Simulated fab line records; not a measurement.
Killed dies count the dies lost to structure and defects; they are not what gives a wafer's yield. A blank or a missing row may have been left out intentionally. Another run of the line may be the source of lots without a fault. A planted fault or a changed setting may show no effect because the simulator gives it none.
Struck lot and sound lot, side by side | flow sky130 | 35 out of 708 route steps
Sound: these wafers, L478.1, L478.2, L478.5. Wafers L495.4, L495.5, L495.6 were the ones struck. The cause comes at the end.
Order at every step that has rows: each side's tool, ch and its chambers, its first start. Under that, the readings that differ: sound wafers | struck wafers | difference of the means | sigmas: that difference in standard deviations of wafers without a fault.
alike: readings with means less than 2 such deviations apart, plus words and numbers identical on both sides. not compared: withheld readings, readings lacking a value on some wafer, bounds such as >300 that could conceal the same value, and numbers that have no deviation in the record and whose values overlap.
The two part at a step that has a row with sigmas, a row that says differs or no value, or rows on one side only. Numbers that have no deviation but don't overlap get no sigmas and don't part them. A reading missing from all wafers of one side parts the sides only when that side holds two or more wafers.

SKY_SD_P_CD_MEAS_07: target cd 380 nm.
  sound on cd-sem-02, day 25 17:29; struck on cd-sem-02, day 31 09:56
  reading    | sound             | struck            | difference | sigmas
  cd-nm (nm) | 383.0 380.7 384.9 | 377.5 379.6 376.4 | -5.0       | -2
SKY_SD_P_OVL_MEAS_08:
  sound on overlay-01, day 25 17:37; struck on overlay-01, day 31 10:01
  alike: SD_P_OVL
after that, 1 step had no rows for these wafers: SKY_SD_P_IMPLANT_09.
SKY_SD_P_STRIP_10: strips in O2/N2.
  sound on plasma-asher-04 ch 0,1, day 25 17:47; struck on plasma-asher-03 ch 0,1, day 31 10:13
  reading                      | sound             | struck            | difference | sigmas
  strip-time-to-endpoint-s (s) | 17.43 17.45 17.42 | 17.58 17.57 17.55 | +0.13      | +3
  alike: drypump-motor-current-A, oes-product-au
  not compared: rf-hours-counter-h
SKY_SD_P_TW_MEAS_11:
  sound on film-metro-04, day 25 17:53; struck on film-metro-02, day 31 10:19
  alike: SD_P_TW
then, 7 steps without rows for these wafers: SKY_RES_XHIGH_DEHYDRATE_00 (time 60 s); SKY_RES_XHIGH_HMDS_01 (prime time 60 s); SKY_RES_XHIGH_COAT_02 (resist thk 1140 nm); SKY_RES_XHIGH_SOFTBAKE_03 (time 60 s); SKY_RES_XHIGH_EXPOSE_04 (exposes mask URPM, target cd 1270 nm); SKY_RES_XHIGH_PEB_05; SKY_RES_XHIGH_DEVELOP_06 (develop time 60 s).
SKY_RES_XHIGH_IMPLANT_07:
  sound on implanter-01 ch 0, day 26 23:08; struck on implanter-04 ch 0, day 32 13:19
  reading       | sound                         | struck                       | difference | sigmas
  beam-on-s (s) | 42.1 41.2 41.0                | 64.0 64.4 64.4               | +22.8      | +8
  dose-ions-cm2 | 3.605e+14 3.601e+14 3.606e+14 | 6.196e+14 6.189e+14 6.19e+14 | +2.588e+14 | +99 or more
SKY_RES_XHIGH_STRIP_08: strips in O2/N2.
  sound on plasma-asher-04 ch 0,1, day 26 23:17; struck on plasma-asher-02 ch 0,1, day 32 13:25
  reading                      | sound             | struck            | difference | sigmas
  oes-product-au (a.u.)        | 0.701 0.706 0.713 | 0.692 0.689 0.695 | -0.015     | -4
  strip-time-to-endpoint-s (s) | 14.24 14.26 14.30 | 14.76 14.80 14.79 | +0.52      | +12
  alike: drypump-motor-current-A
  not compared: rf-hours-counter-h
SKY_RES_XHIGH_TW_MEAS_09:
  sound on film-metro-02, day 26 23:23; struck on film-metro-04, day 32 13:31
  reading      | sound          | struck         | difference | sigmas
  RES_XHIGH_TW | 1640 1649 1650 | 1950 1944 1935 | +297       | +33
then, 7 steps without rows for these wafers: SKY_SD_N_DEHYDRATE_00 (time 60 s); SKY_SD_N_HMDS_01 (prime time 60 s); SKY_SD_N_COAT_02 (resist thk 1140 nm); SKY_SD_N_SOFTBAKE_03 (time 60 s); SKY_SD_N_EXPOSE_04 (exposes mask NSDM, target cd 380 nm); SKY_SD_N_PEB_05; SKY_SD_N_DEVELOP_06 (develop time 60 s).
SKY_SD_N_CD_MEAS_07: target cd 380 nm.
  sound on cd-sem-01, day 28 03:38; struck on cd-sem-01, day 33 15:57
  alike: cd-nm
SKY_SD_N_OVL_MEAS_08:
  sound on overlay-02, day 28 03:46; struck on overlay-02, day 33 16:02
  alike: SD_N_OVL
then, 2 steps without rows for these wafers: SKY_SD_N_IMPLANT_09; SKY_SD_N_IMPLANT_10.
SKY_SD_N_STRIP_11: strips in O2/N2.
  sound on plasma-asher-01 ch 0,1, day 28 04:05; struck on plasma-asher-01 ch 0,1, day 33 16:23
  alike: drypump-motor-current-A, oes-product-au, strip-time-to-endpoint-s
  not compared: rf-hours-counter-h
SKY_SD_N_TW_MEAS_12:
  sound on film-metro-01, day 28 04:11; struck on film-metro-01, day 33 16:28
  alike: SD_N_TW
then, 1 step without rows for these wafers: SKY_SD_N_CLEAN_13 (cleans in SC1/SC2, time 150 s).
SKY_SD_N_RTA_14: time 2 s.
  sound on rtp-anneal-01 ch 0, day 28 04:18; struck on rtp-anneal-02 ch 0, day 33 16:35
  alike: lamp-power-pct, wafer_temp_C_max
SKY_SD_N_RS_MEAS_16: the measuring method here is four-point-probe.
  sound on film-metro-04, day 28 04:29; struck on film-metro-04, day 33 16:47
  alike: SD_N_RS
SKY_SD_N_RS_MEAS_17: the measuring method here is four-point-probe.
  sound on film-metro-04, day 28 04:36; struck on film-metro-04, day 33 16:55
  reading          | sound             | struck            | difference | sigmas
  SD_P_RS (ohm/sq) | 147.9 147.1 148.1 | 146.4 146.6 147.0 | -1.0       | -2
SKY_SD_N_RS_MEAS_18: the measuring method here is four-point-probe.
  sound on film-metro-04, day 28 04:43; struck on film-metro-04, day 33 17:02
  reading               | sound             | struck            | difference | sigmas
  RES_XHIGH_RS (ohm/sq) | 333.1 333.6 333.2 | 221.5 221.6 221.6 | -111.7     | -99 or more
then, 1 step without rows for these wafers: SKY_SALICIDE_CLEAN_00 (cleans in HF-last, time 30 s).
-- the record jumps here: 16 days lie between the struck wafers' starts before and after (it left off in module SALICIDE and takes up again in module PAD_OPEN, whose first step shown is number 708 of the route) --
SKY_PAD_OPEN_PROBE_99:
  sound on prober-02, day 46 00:03; struck on prober-02, day 49 19:46
  reading                                  | sound             | struck            | difference | sigmas
  model.etest.res-xhigh-po.line-ohm-um     | 5934 5670 5859    | 2265 2270 2253    | -3558      |
  model.etest.res-xhigh-po.rs-ohm-sq       | 2103 2003 2067    | 797.5 796.4 779.5 | -1266.5    |
  model.etest.res-xhigh-po.rs-ohm-sq-range | 62.33 46.52 69.02 | 35.67 27.25 25.05 | -29.97     |
  alike: killed_at_M0_to_M3, killed_at_M4_up, killed-at-contacts, killed-at-front-end, killed-at-other, killed-dies, killed-open, killed-short

WHERE THEY PART
Last at SKY_SD_N_RS_MEAS_18 as far as this record goes, first at SKY_SD_P_CD_MEAS_07. Later steps at which nothing parts them and some readings are alike: SKY_PAD_OPEN_PROBE_99.

WHY: the cause the simulator had injected
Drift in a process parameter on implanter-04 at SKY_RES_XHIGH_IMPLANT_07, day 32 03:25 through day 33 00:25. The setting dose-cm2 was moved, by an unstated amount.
